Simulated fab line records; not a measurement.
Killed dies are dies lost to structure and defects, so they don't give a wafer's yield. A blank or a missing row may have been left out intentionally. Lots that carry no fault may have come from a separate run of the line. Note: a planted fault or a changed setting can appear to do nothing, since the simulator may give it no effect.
fab line records | flow sky130 | part 1 of 2: steps 1 to 25 of 39
record: lots: 5 wafers: 15 last_day: 50
route steps=708 shown VIA1@480 METAL2@483 VIA2@507
lots untouched by any fault: they come from a run of this same line in which no faults occurred
start_h: start of the lot's first displayed wafer, in hours after the record's first day | wait_h: hours from the lot's prior step to this one | " identical to the entry in the row above | L1.1+2: one row covering several wafers at once | - either no value or no given start | * or withheld: withheld | < > ~ a bound
route shown NAME@n: names a module that has steps shown in the file, with the first one's number in the route | usual: mean/standard deviation taken from wafers without a fault | same: alike in all rows | chamber/n: place in a boat | sites: each site's reading | _std_site: standard deviation across them | _edge_site: mean of outer sites minus mean of inner sites | radius_mm: how far each site lies from the wafer's centre | mask NAME#n: copy n | behind: tool/chamber where the wafer was last shaped | hold: the reason the lot was held/the length of the hold in hours/how it ended | device: which transistor (n, p or np) failed to switch | end of line: at the end of the route, the tests of the same wafers | for a step that has no rows: nothing shown but its recipe | killed: the dies lost at the first sort to structure and to defects; this is not the yield of the wafer | map: a wafer's dies, x killed, . not, _ none there
set.NAME: the run value of the setting; set.NAME@STEP: its run value at that earlier step | model.NAME: the simulator's own value behind a step, which no gauge read
lots at some steps of the route; a table a step, a row a wafer
services: a tool's chamber out of use, with start hour (start_h, from the record's first day; less than 0 if before it), hours out, and reason
== steps ==
step: SKY_VIA1_RS_MEAS_22
recipe: thk_meas_gauge: four-point-probe reads: W_of_VIA1_CVD_21+TiN_of_VIA1_SPUTTER_20
usual: VIA1_W_RS: 0.426/0.0069
columns lot.wafer tool chamber start_h wait_h VIA1_W_RS[ohm/sq]
L080.1 film_metro-02 - 839.58 0.1 0.418
L080.2 " - " " 0.417
L080.6 " - " " 0.418
L083.1 film_metro-02 - 861.97 0.1 0.424
L083.2 " - " " 0.422
L083.4 " - " " 0.421
L087.4 film_metro-01 - 886.39 0.1 0.425
L087.5 " - " " 0.432
L087.6 " - " " 0.424
L089.2 film_metro-03 - 901.30 0.1 0.421
L089.4 " - " " 0.424
L089.5 " - " " 0.425
L095.2 film_metro-01 - 946.76 0.1 0.430
L095.3 " - " " 0.434
L095.4 " - " " 0.413
step: SKY_VIA1_THK_MEAS_23
recipe: thk_meas_gauge: xrf reads: W_of_VIA1_CVD_21
usual: VIA1_W_THK: 272/5.1
columns lot.wafer tool chamber start_h wait_h VIA1_W_THK[nm]
L080.1 film_metro-02 - 839.70 0.1 271
L080.2 " - " " 273
L080.6 " - " " 271
L083.1 film_metro-02 - 862.09 0.1 267
L083.2 " - " " 268
L083.4 " - " " 270
L087.4 film_metro-01 - 886.48 0.1 273
L087.5 " - " " 268
L087.6 " - " " 273
L089.2 film_metro-03 - 901.41 0.1 276
L089.4 " - " " 274
L089.5 " - " " 276
L095.2 film_metro-01 - 946.87 0.1 269
L095.3 " - " " 268
L095.4 " - " " 280
step: SKY_VIA1_CMP_24
recipe: stop_on: SiO2 t_overpolish_s: 15 down_force_psi: 3.5 platen_rpm: 60 target_thk_nm: 0 pad_velocity_m_s: 0.94248
usual: motor_current_A: 11.0/1.3 overpolish_run_s: 15.001/0.0087 time_to_endpoint_s: 65.8/2.8
columns lot.wafer tool chamber start_h wait_h motor_current_A overpolish_run_s time_to_endpoint_s
L080.2 cmp-01 3 839.76 0.0 12.5 14.997 63.5
L080.1 " 0 " " 10.6 14.992 67.3
L080.6 " 0 " " 11.0 15.006 67.8
L083.1 cmp-01 0 862.15 0.1 11.4 15.010 65.2
L083.4 " 1 " " 9.6 15.010 62.7
L083.2 " 2 " " 11.3 14.999 64.1
L087.4 cmp-02 1 886.67 0.2 12.0 14.989 65.9
L087.5 " 1 " " 12.4 14.997 64.8
L087.6 " 2 " " 10.2 14.996 66.8
L089.4 cmp-01 2 901.51 0.1 11.7 14.988 66.3
L089.2 " 3 " " 12.5 15.000 63.8
L089.5 " 2 " " 11.0 15.002 69.4
L095.3 cmp-01 1 946.92 0.0 9.4 15.024 59.7
L095.4 " 2 " " 11.4 15.008 68.5
L095.2 " 3 " " 13.2 15.002 62.3
step: SKY_METAL2_SPUTTER_00
recipe: material: Ti target_thk_nm: 15 power_w: 3000 time_s: 10 chamber_pressure_pa: 0.4
usual: throttle_valve_pct: 30.3/0.89
columns lot.wafer tool chamber start_h wait_h throttle_valve_pct
L080.1 pvd_sputter-02 - 840.06 0.2 28.7
L080.2 " - " " 30.8
L080.6 " - " " 30.9
L083.1 pvd_sputter-04 - 862.45 0.2 29.4
L083.2 " - " " 31.4
L083.4 " - " " 30.9
L087.4 pvd_sputter-04 - 886.97 0.2 31.4
L087.5 " - " " 29.9
L087.6 " - " " 30.6
L089.2 pvd_sputter-03 - 901.76 0.1 30.7
L089.4 " - " " 31.1
L089.5 " - " " 31.0
L095.2 pvd_sputter-02 - 947.22 0.1 28.3
L095.3 " - " " 30.0
L095.4 " - " " 29.9
step: SKY_METAL2_SPUTTER_01
recipe: material: TiN target_thk_nm: 20 power_w: 6500 time_s: 16.7 chamber_pressure_pa: 0.4
usual: throttle_valve_pct: 30.3/0.89
columns lot.wafer tool chamber start_h wait_h throttle_valve_pct
L080.1 pvd_sputter-02 - 840.08 0.0 28.1
L080.2 " - " " 30.8
L080.6 " - " " 31.0
L083.1 pvd_sputter-04 - 862.47 0.0 29.7
L083.2 " - " " 31.2
L083.4 " - " " 30.9
L087.4 pvd_sputter-04 - 886.99 0.0 31.1
L087.5 " - " " 29.5
L087.6 " - " " 31.1
L089.2 pvd_sputter-03 - 901.78 0.0 30.6
L089.4 " - " " 31.3
L089.5 " - " " 31.0
L095.2 pvd_sputter-02 - 947.24 0.0 28.1
L095.3 " - " " 30.2
L095.4 " - " " 29.7
step: SKY_METAL2_SPUTTER_02
recipe: material: AlCu target_thk_nm: 250 power_w: 10600 time_s: 13.3 chamber_pressure_pa: 0.4
usual: throttle_valve_pct: 30.3/0.9
columns lot.wafer tool chamber start_h wait_h throttle_valve_pct
L080.1 pvd_sputter-02 - 840.11 0.0 28.3
L080.2 " - " " 30.8
L080.6 " - " " 31.0
L083.1 pvd_sputter-04 - 862.50 0.0 29.4
L083.2 " - " " 31.3
L083.4 " - " " 30.8
L087.4 pvd_sputter-04 - 887.02 0.0 31.4
L087.5 " - " " 29.8
L087.6 " - " " 30.9
L089.2 pvd_sputter-03 - 901.80 0.0 30.9
L089.4 " - " " 31.4
L089.5 " - " " 30.9
L095.2 pvd_sputter-02 - 947.27 0.0 28.6
L095.3 " - " " 29.8
L095.4 " - " " 30.0
step: SKY_METAL2_SPUTTER_03
recipe: material: Ti target_thk_nm: 5 power_w: 3000 time_s: 3.3 chamber_pressure_pa: 0.4
usual: throttle_valve_pct: 30.3/0.9
columns lot.wafer tool chamber start_h wait_h throttle_valve_pct
L080.1 pvd_sputter-02 - 840.13 0.0 28.4
L080.2 " - " " 30.6
L080.6 " - " " 30.7
L083.1 pvd_sputter-04 - 862.52 0.0 29.3
L083.2 " - " " 31.3
L083.4 " - " " 30.9
L087.4 pvd_sputter-04 - 887.04 0.0 31.4
L087.5 " - " " 29.9
L087.6 " - " " 30.6
L089.2 pvd_sputter-03 - 901.83 0.0 31.0
L089.4 " - " " 31.1
L089.5 " - " " 31.1
L095.2 pvd_sputter-02 - 947.29 0.0 28.4
L095.3 " - " " 30.2
L095.4 " - " " 29.9
step: SKY_METAL2_SPUTTER_04
recipe: material: TiN target_thk_nm: 70 power_w: 6500 time_s: 58.3 chamber_pressure_pa: 0.4
usual: throttle_valve_pct: 30.3/0.91
columns lot.wafer tool chamber start_h wait_h throttle_valve_pct
L080.1 pvd_sputter-02 - 840.15 0.0 28.2
L080.2 " - " " 30.8
L080.6 " - " " 31.0
L083.1 pvd_sputter-04 - 862.54 0.0 29.6
L083.2 " - " " 31.3
L083.4 " - " " 30.7
L087.4 pvd_sputter-04 - 887.06 0.0 31.5
L087.5 " - " " 29.7
L087.6 " - " " 30.8
L089.2 pvd_sputter-03 - 901.85 0.0 30.6
L089.4 " - " " 31.3
L089.5 " - " " 30.8
L095.2 pvd_sputter-02 - 947.31 0.0 28.2
L095.3 " - " " 30.0
L095.4 " - " " 29.9
step: SKY_METAL2_RS_MEAS_05
recipe: thk_meas_gauge: four-point-probe reads: TiN_of_METAL2_SPUTTER_04+Ti_of_METAL2_SPUTTER_03+AlCu_of_METAL2_SPUTTER_02+TiN_of_METAL2_SPUTTER_01+Ti_of_METAL2_SPUTTER_00
usual: METAL2_ALCU_RS: 0.1267/0.0011
columns lot.wafer tool chamber start_h wait_h METAL2_ALCU_RS[ohm/sq]
L080.1 film_metro-04 - 840.20 0.0 0.1263
L080.2 " - " " 0.1269
L080.6 " - " " 0.1269
L083.1 film_metro-04 - 862.59 0.0 0.1273
L083.2 " - " " 0.1262
L083.4 " - " " 0.1248
L087.4 film_metro-03 - 887.17 0.1 0.1272
L087.5 " - " " 0.1262
L087.6 " - " " 0.1261
L089.2 film_metro-02 - 901.92 0.0 0.1274
L089.4 " - " " 0.1285
L089.5 " - " " 0.1271
L095.2 film_metro-02 - 947.38 0.0 0.1258
L095.3 " - " " 0.1242
L095.4 " - " " 0.1260
step: SKY_METAL2_THK_MEAS_06
recipe: thk_meas_gauge: xrf reads: AlCu_of_METAL2_SPUTTER_02
usual: METAL2_ALCU_THK: 246.2/2.7
columns lot.wafer tool chamber start_h wait_h METAL2_ALCU_THK[nm]
L080.1 film_metro-04 - 840.32 0.1 246.6
L080.2 " - " " 245.0
L080.6 " - " " 246.4
L083.1 film_metro-04 - 862.71 0.1 245.8
L083.2 " - " " 248.5
L083.4 " - " " 251.1
L087.4 film_metro-03 - 887.26 0.1 246.2
L087.5 " - " " 249.9
L087.6 " - " " 249.7
L089.2 film_metro-02 - 902.03 0.1 245.6
L089.4 " - " " 243.2
L089.5 " - " " 244.9
L095.2 film_metro-02 - 947.49 0.1 247.3
L095.3 " - " " 251.3
L095.4 " - " " 246.6
step: SKY_METAL2_DEHYDRATE_07
recipe: temp_c: 200 time_s: 60
columns lot.wafer tool chamber start_h wait_h
L080.1+2+6 litho_track-02 0 852.85 12.5
L083.1+2+4 litho_track-02 0 875.45 12.7
L087.4+5+6 litho_track-02 0 899.92 12.7
L089.2+4+5 litho_track-04 0 912.72 10.7
L095.2+3+4 litho_track-02 0 958.82 11.3
step: SKY_METAL2_HMDS_08
recipe: prime_time_s: 60 prime_temp_c: 120
columns lot.wafer tool chamber start_h wait_h
L080.1+2+6 litho_track-02 0 853.00 0.1
L083.1+2+4 litho_track-02 0 875.60 0.1
L087.4+5+6 litho_track-02 0 900.07 0.1
L089.2+4+5 litho_track-04 0 912.87 0.1
L095.2+3+4 litho_track-02 0 958.97 0.1
step: SKY_METAL2_COAT_09
recipe: resist: BARC temp_c: withheld time_s: withheld spin_rpm: 3000 resist_thk_nm: 60
columns lot.wafer tool chamber start_h wait_h
L080.1+2+6 litho_track-02 0 853.15 0.1
L083.1+2+4 litho_track-02 0 875.75 0.1
L087.4+5+6 litho_track-02 0 900.22 0.1
L089.2+4+5 litho_track-04 0 913.02 0.1
L095.2+3+4 litho_track-02 0 959.12 0.1
step: SKY_METAL2_COAT_10
recipe: resist: KrF-thick spin_rpm: 3000 resist_thk_nm: 450
columns lot.wafer tool chamber start_h wait_h
L080.1+2+6 litho_track-02 0 - -
L083.1+2+4 litho_track-02 0 - -
L087.4+5+6 litho_track-02 0 - -
L089.2+4+5 litho_track-04 0 - -
L095.2+3+4 litho_track-02 0 - -
step: SKY_METAL2_SOFTBAKE_11
recipe: temp_c: 100 time_s: 90 resist: KrF-thick
columns lot.wafer tool chamber start_h wait_h
L080.1+2+6 litho_track-02 0 - -
L083.1+2+4 litho_track-02 0 - -
L087.4+5+6 litho_track-02 0 - -
L089.2+4+5 litho_track-04 0 - -
L095.2+3+4 litho_track-02 0 - -
step: SKY_METAL2_EXPOSE_12
recipe: mask_id: MM2 na: 0.8 source_shape: annular sigma_inner: 0.55 sigma_outer: 0.85 target_cd_nm: 140 dose_mj: 28
usual: focus_offset_nm: 0.1/0.54
columns lot.wafer tool chamber start_h wait_h mask focus_offset_nm
L080.1 krf_scanner-01 0 - - MM2#0 -0.6
L080.2 " 0 " " MM2#0 -0.4
L080.6 " 0 " " MM2#0 0.1
L083.1 krf_scanner-02 0 - - MM2#0 -0.2
L083.2 " 0 " " MM2#0 0.3
L083.4 " 0 " " MM2#0 0.2
L087.4 krf_scanner-01 0 - - MM2#0 0.2
L087.5 " 0 " " MM2#0 0.2
L087.6 " 0 " " MM2#0 -0.1
L089.2 krf_scanner-02 0 - - MM2#0 -0.5
L089.4 " 0 " " MM2#0 -1.0
L089.5 " 0 " " MM2#0 -1.1
L095.2 krf_scanner-01 0 - - MM2#0 1.1
L095.3 " 0 " " MM2#0 1.1
L095.4 " 0 " " MM2#0 1.4
step: SKY_METAL2_PEB_13
recipe: peb_temp_c: withheld peb_time_s: withheld resist: KrF-thick
columns lot.wafer tool chamber start_h wait_h
L080.1+2+6 litho_track-03 0 - -
L083.1+2+4 litho_track-04 0 - -
L087.4+5+6 litho_track-03 0 - -
L089.2+4+5 litho_track-04 0 - -
L095.2+3+4 litho_track-02 0 - -
step: SKY_METAL2_DEVELOP_14
recipe: develop_time_s: 60 resist: KrF-thick dev_temp_c: 21
columns lot.wafer tool chamber start_h wait_h
L080.1+2+6 litho_track-03 0 - -
L083.1+2+4 litho_track-04 0 - -
L087.4+5+6 litho_track-03 0 - -
L089.2+4+5 litho_track-04 0 - -
L095.2+3+4 litho_track-02 0 - -
step: SKY_METAL2_CD_MEAS_15
recipe: target_cd_nm: 140
usual: cd_nm: 140.5/1.3
columns lot.wafer tool chamber start_h wait_h cd_nm
L080.1 cd_sem-01 - 866.57 - 139.1
L080.2 " - " " 138.6
L080.6 " - " " 139.1
L083.1 cd_sem-01 - 887.25 - 142.9
L083.2 " - " " 142.1
L083.4 " - " " 142.7
L087.4 cd_sem-02 - 911.98 - 139.0
L087.5 " - " " 140.0
L087.6 " - " " 139.2
L089.2 cd_sem-02 - 925.92 - 137.9
L089.4 " - " " 138.0
L089.5 " - " " 139.3
L095.2 cd_sem-02 - 971.52 - 140.9
L095.3 " - " " 142.3
L095.4 " - " " 142.3
step: SKY_METAL2_OVL_MEAS_16
usual: METAL2_OVL: 2/4.7
columns lot.wafer tool chamber start_h wait_h METAL2_OVL[nm]
L080.1 overlay-02 - 866.69 0.1 0
L080.2 " - " " -5
L080.6 " - " " 0
L083.1 overlay-01 - 887.37 0.1 1
L083.2 " - " " -2
L083.4 " - " " -1
L087.4 overlay-02 - 912.05 0.1 0
L087.5 " - " " -4
L087.6 " - " " 5
L089.2 overlay-02 - 926.02 0.1 -2
L089.4 " - " " 3
L089.5 " - " " -2
L095.2 overlay-01 - 971.63 0.1 1
L095.3 " - " " -2
L095.4 " - " " 1
step: SKY_METAL2_DESCUM_17
recipe: chemistry: O2 source_power_w: 150 bias_power_w: 0 pressure_mtorr: 10 temp_c: 40 time_s: 8
usual: chamber_pressure_mTorr: 10.000/0.0088 drypump_motor_current_A: 5.43/0.29 he_backside_leak_sccm: 3.31/0.21 oes_product_au: 0.997/0.0073
columns lot.wafer tool chamber start_h wait_h chamber_pressure_mTorr drypump_motor_current_A he_backside_leak_sccm oes_product_au rf_hours_counter_h
L080.1 rie_metal-02 1 866.73 0.0 10.011 5.49 3.30 1.007 17
L080.2 " 0 " " 9.998 5.15 3.25 1.004 10
L080.6 " 1 " " 9.993 5.45 3.31 1.002 -
L083.1 rie_metal-02 0 887.40 0.0 9.995 5.13 3.09 0.998 11
L083.2 " 1 " " 9.998 5.46 3.41 1.005 18
L083.4 " 1 " " 9.991 5.45 3.57 0.998 -
L087.4 rie_metal-03 0 912.08 0.0 10.011 5.62 3.20 0.991 -
L087.5 " 1 " " 9.988 5.72 3.63 0.989 -
L087.6 " 0 " " 10.017 5.63 3.12 0.982 -
L089.2 rie_metal-02 0 926.05 0.0 10.016 5.13 3.22 0.997 12
L089.4 " 0 " " 9.997 5.13 3.25 1.007 -
L089.5 " 0 " " 9.986 5.09 3.30 1.005 -
L095.2 rie_metal-02 0 971.66 0.0 9.998 5.09 3.14 0.991 15
L095.3 " 0 " " 10.005 5.10 3.16 0.994 -
L095.4 " 1 " " 9.999 5.48 3.49 1.003 -
step: SKY_METAL2_ETCH_18
recipe: chemistry: N2/H2 target: BARC ion_energy_ev: 200 bias_w: 100 pressure_mtorr: 30 n2_flow_sccm: 100 h2_flow_sccm: 200 icp_w: 500 stop_on: SiO2 time_s: 45.9 target_depth_a: 600
usual: chamber_pressure_mTorr: 30.00/0.041 drypump_motor_current_A: 5.44/0.29 he_backside_leak_sccm: 3.26/0.19 oes_product_au: 0.854/0.0043 throttle_valve_pct: 13.224/0.009
columns lot.wafer tool chamber start_h wait_h chamber_pressure_mTorr drypump_motor_current_A he_backside_leak_sccm oes_product_au rf_hours_counter_h throttle_valve_pct
L080.1 rie_metal-02 1 866.76 0.0 29.97 5.43 3.05 0.850 17 13.233
L080.2 " 0 " " 29.99 5.09 3.11 0.855 10 13.228
L080.6 " 1 " " 30.03 5.44 3.22 0.853 - 13.220
L083.1 rie_metal-02 0 887.43 0.0 30.01 5.12 3.18 0.848 11 13.219
L083.2 " 1 " " 30.03 5.45 3.45 0.850 18 13.232
L083.4 " 1 " " 30.01 5.46 3.26 0.850 - 13.232
L087.4 rie_metal-03 0 912.13 0.0 30.03 5.62 3.12 0.852 - 13.218
L087.5 " 1 " " 29.98 5.76 3.38 0.851 - 13.228
L087.6 " 0 " " 30.03 5.62 2.90 0.852 - 13.217
L089.2 rie_metal-02 0 926.08 0.0 29.96 5.16 3.19 0.851 12 13.203
L089.4 " 0 " " 30.00 5.18 3.34 0.859 - 13.231
L089.5 " 0 " " 30.04 5.17 3.24 0.855 - 13.225
L095.2 rie_metal-02 0 971.69 0.0 30.00 5.15 3.33 0.853 15 13.224
L095.3 " 0 " " 30.00 5.14 3.22 0.847 - 13.234
L095.4 " 1 " " 30.03 5.42 3.42 0.856 - 13.219
step: SKY_METAL2_METAL_ETCH_19
recipe: target_depth_a: 3600 stop_on: SiO2 over_etch_frac: 0.3 time_s: 78 chemistry: Cl2/BCl3 resist_sidewall_deg: 88 pressure_mtorr: 10 icp_w: 900 bias_w: 48.5 Cl2_flow_sccm: 60 bcl3_flow_sccm: 30
usual: chamber_pressure_mTorr: 10.000/0.0089 drypump_motor_current_A: 5.43/0.29 he_backside_leak_sccm: 3.3/0.38 oes_product_au: 0.854/0.0053 throttle_valve_pct: 22.262/0.009
columns lot.wafer tool chamber start_h wait_h chamber_pressure_mTorr drypump_motor_current_A he_backside_leak_sccm oes_product_au rf_hours_counter_h throttle_valve_pct
L080.1 rie_metal-02 1 866.82 0.0 10.004 5.41 3.1 0.856 17 22.277
L080.2 " 0 " " 10.004 5.12 3.2 0.846 10 22.258
L080.6 " 1 " " 10.005 5.42 2.9 0.855 - 22.260
L083.1 rie_metal-02 0 887.50 0.0 9.988 5.10 3.2 0.859 11 22.274
L083.2 " 1 " " 9.998 5.42 3.4 0.857 18 22.279
L083.4 " 1 " " 9.993 5.43 3.4 0.864 - 22.260
L087.4 rie_metal-03 0 912.20 0.1 9.986 5.60 3.1 0.854 - 22.251
L087.5 " 1 " " 9.994 5.74 3.5 0.858 - 22.260
L087.6 " 0 " " 10.006 5.60 3.1 0.854 - 22.260
L089.2 rie_metal-02 0 926.15 0.0 9.987 5.12 3.1 0.858 12 22.243
L089.4 " 0 " " 10.008 5.11 3.1 0.853 - 22.262
L089.5 " 0 " " 9.998 5.10 3.2 0.851 - 22.273
L095.2 rie_metal-02 0 971.75 0.0 9.988 5.15 3.2 0.856 15 22.256
L095.3 " 0 " " 10.000 5.11 6.2 0.858 - 22.250
L095.4 " 1 " " 10.007 5.46 3.2 0.851 - 22.257
step: SKY_METAL2_STRIP_20
recipe: chemistry: O2/N2 power_w: 1400 pressure_mtorr: 1500 platen_temp_c: withheld o2_flow_sccm: 3000 n2_flow_sccm: 300 overash_fraction: 0.5
usual: chamber_pressure_mTorr: 1500.0/1.3 drypump_motor_current_A: 5.8/0.45 oes_product_au: 0.343/0.0048 strip_time_to_endpoint_s: 2.71/0.036
columns lot.wafer tool chamber start_h wait_h chamber_pressure_mTorr drypump_motor_current_A oes_product_au rf_hours_counter_h strip_time_to_endpoint_s
L080.1 plasma_asher-02 0 866.91 0.1 1499.1 6.0 0.352 72 2.72
L080.2 " 1 " " 1498.4 6.1 0.340 72 2.67
L080.6 " 1 " " 1498.1 6.1 0.339 - 2.68
L083.1 plasma_asher-03 1 887.59 0.1 1500.5 6.1 0.350 102 2.69
L083.2 " 0 " " 1501.7 6.5 0.347 102 2.70
L083.4 " 1 " " 1500.4 6.1 0.338 - 2.67
L087.4 plasma_asher-01 0 912.29 0.1 1498.8 5.1 0.352 - 2.75
L087.5 " 0 " " 1501.5 5.1 0.343 - 2.74
L087.6 " 1 " " 1499.6 6.0 0.346 - 2.74
L089.2 plasma_asher-01 1 926.24 0.1 1498.7 6.1 0.329 18 2.69
L089.4 " 1 " " 1498.8 6.1 0.338 - 2.67
L089.5 " 1 " " 1499.5 6.1 0.348 - 2.73
L095.2 plasma_asher-01 1 971.84 0.1 1499.5 6.1 0.344 23 2.71
L095.3 " 0 " " 1499.8 5.1 0.343 - 2.73
L095.4 " 1 " " 1501.8 6.0 0.337 - 2.68
step: SKY_METAL2_STRIP_21
recipe: chemistry: post_etch_residue_remover time_s: 1200 temp_c: 72.5
usual: bath_heat_duty_pct: 13.9/1.8
columns lot.wafer tool chamber start_h wait_h bath_heat_duty_pct
L080.1 wet_bench-02 0 867.01 0.1 12.8
L080.2 " 0 " " 12.7
L080.6 " 0 " " 13.1
L083.1 wet_bench-03 0 887.69 0.1 10.9
L083.2 " 0 " " 10.7
L083.4 " 0 " " 12.5
L087.4 wet_bench-03 0 912.36 0.0 10.8
L087.5 " 0 " " 11.2
L087.6 " 0 " " 11.0
L089.2 wet_bench-03 3 926.34 0.1 13.4
L089.4 " 3 " " 14.2
L089.5 " 3 " " 13.7
L095.2 wet_bench-02 1 971.94 0.1 15.0
L095.3 " 1 " " 15.9
L095.4 " 1 " " 15.8
